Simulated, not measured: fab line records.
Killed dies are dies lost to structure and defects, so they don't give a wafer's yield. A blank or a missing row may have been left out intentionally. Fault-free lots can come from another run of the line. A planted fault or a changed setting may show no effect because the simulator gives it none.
What tool caused it? | flow gf180mcu | Sampling: 7 lots, 21 wafers, 2 of 602 route steps

WHAT THE GAUGES SHOWED, per wafer
GF_STI_THK_MEAS_22.
lot  | measured    | on            | STI_OXIDATION_01_THK (nm)
L148 | day 2 11:11 | film-metro-01 | 15.3 15.3 15.2
L151 | day 3 03:07 | film-metro-02 | 15.0 14.7 14.8
L156 | day 4 02:41 | film-metro-01 | 15.4 15.5 15.4
L159 | day 4 19:00 | film-metro-02 | 15.2 15.2 15.2
L161 | day 5 03:16 | film-metro-02 | 15.3 15.1 15.2
L163 | day 5 13:19 | film-metro-04 | 15.1 15.1 15.3
L170 | day 7 06:29 | film-metro-01 | 15.4 15.6 15.5

WHICH TOOL RAN EACH LOT (tool, then ch and the chambers of the sampled wafers, then the start)
lot  | GF_STI_WET_ETCH_17
L148 | wet-bench-04 ch 0, day 2 08:57
L151 | wet-bench-01 ch 1, day 2 23:30
L156 | wet-bench-01 ch 0, day 4 01:05
L159 | wet-bench-01 ch 0, day 4 17:32
L161 | wet-bench-01 ch 3, day 5 01:47
L163 | wet-bench-03 ch 1, day 5 11:50
L170 | wet-bench-03 ch 3, day 7 01:17
- GF_STI_WET_ETCH_17: etches Si3N4 in H3PO4, target depth 45 nm, time 514 s.

THE ANSWER, worked out from the rows above alone
Rule: the usual values come from the lots themselves. The widest of any qualifying gaps counts: lots, ordered by their means at a reading, are off when they make up no more than a third of the lots, leave a main group of 4 or more, and stand apart from it by 3 or more times the standard deviation of that group's means. A main group is skipped when, at the precision printed for the reading in the tables above, its means are all equal. Also off: a lot with no number at a reading for which 4 or more lots have one. The other lots that the step has rows for count as sound.
Across all readings shown, no lot is off: no conclusion can be drawn from this.

WHAT WAS PUT IN BY THE SIMULATOR
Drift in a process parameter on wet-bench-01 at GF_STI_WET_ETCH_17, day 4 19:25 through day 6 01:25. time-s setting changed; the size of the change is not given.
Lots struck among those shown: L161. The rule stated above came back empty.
